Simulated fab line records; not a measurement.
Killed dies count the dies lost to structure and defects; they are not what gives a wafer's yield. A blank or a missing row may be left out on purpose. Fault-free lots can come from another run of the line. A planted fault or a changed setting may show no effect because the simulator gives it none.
The same fault as seen by 2 desks | flow gf180mcu | every desk sees just its own numbers, and what lay behind them comes last

METROLOGY DESK
What the gauges read for every lot (on any tool): the sampled wafers with a number, averaged. If a lot's mean is further than 4 standard deviations from the usual mean, the lot is out of limits and carries the mark OUT (the distance appears in the brackets).
Columns: A = NSD_TW at GF_NSD_TW_MEAS_12, usual 4245
lot  | first seen here | A
L581 | day 13 07:58    | 4242
L582 | day 13 19:48    | 4282
L583 | day 13 22:52    | 4213
L585 | day 14 15:01    | 4234
L586 | day 14 18:10    | 4248
L587 | day 15 05:07    | 4216
L589 | day 15 19:38    | 4265
L590 | day 16 09:14    | 4299
L592 | day 17 01:50    | 4281
L593 | day 17 14:32    | 4213
L594 | day 17 19:38    | 4241
L596 | day 18 08:29    | 4221
L604 | day 21 23:46    | 4290
This desk's finding: nothing out of limits on any of the 13 lots.

THE TOOL OWNER'S DESK: implanter-01
The tool's own readings at GF_HV_LDD_IMPLANT_34: means of the sampled wafers that have a number, for each lot that ran on this tool. If a lot's mean is further than 4 standard deviations from the usual mean, the lot is out of limits and carries the mark OUT (the distance appears in the brackets).
Columns: A = doseIonsCm2 at GF_HV_LDD_IMPLANT_34, usual 7.5e+12; B = faradayCurrentUA at GF_HV_LDD_IMPLANT_34, usual 42.4
lot  | first seen here | A                         | B
L590 | day 14 10:19    | 7.5e+12                   | 42.5
L593 | day 15 13:28    | 7.5e+12                   | 42.4
L594 | day 15 18:28    | 8.5e+12 (+99 or more) OUT | 47.1 (+5.2) OUT
L596 | day 16 07:14    | 8.5e+12 (+99 or more) OUT | 46.8 (+4.9) OUT
This desk finds L594, L596 out of limits, L594 being first, at day 15 18:28 (doseIonsCm2 at GF_HV_LDD_IMPLANT_34). L590, L593: within limits.

BROUGHT TOGETHER
On L594, L596, at day 15 18:28, an alarm was possible from the tool owner's desk.
Nothing out of limits was seen by the metrology desk.
The metrology desk holds a record of L594, L596, inside its limits.
Every lot named ran GF_HV_LDD_IMPLANT_34 on implanter-01.

WHAT THE SIMULATOR PUT IN
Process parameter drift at GF_HV_LDD_IMPLANT_34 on implanter-01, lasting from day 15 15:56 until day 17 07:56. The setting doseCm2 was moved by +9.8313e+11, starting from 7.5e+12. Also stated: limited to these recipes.
Lots struck among those shown: L594, L596.
How many hours passed from the start of the fault until each desk's first out-of-limits reading: the tool owner's desk, 3.
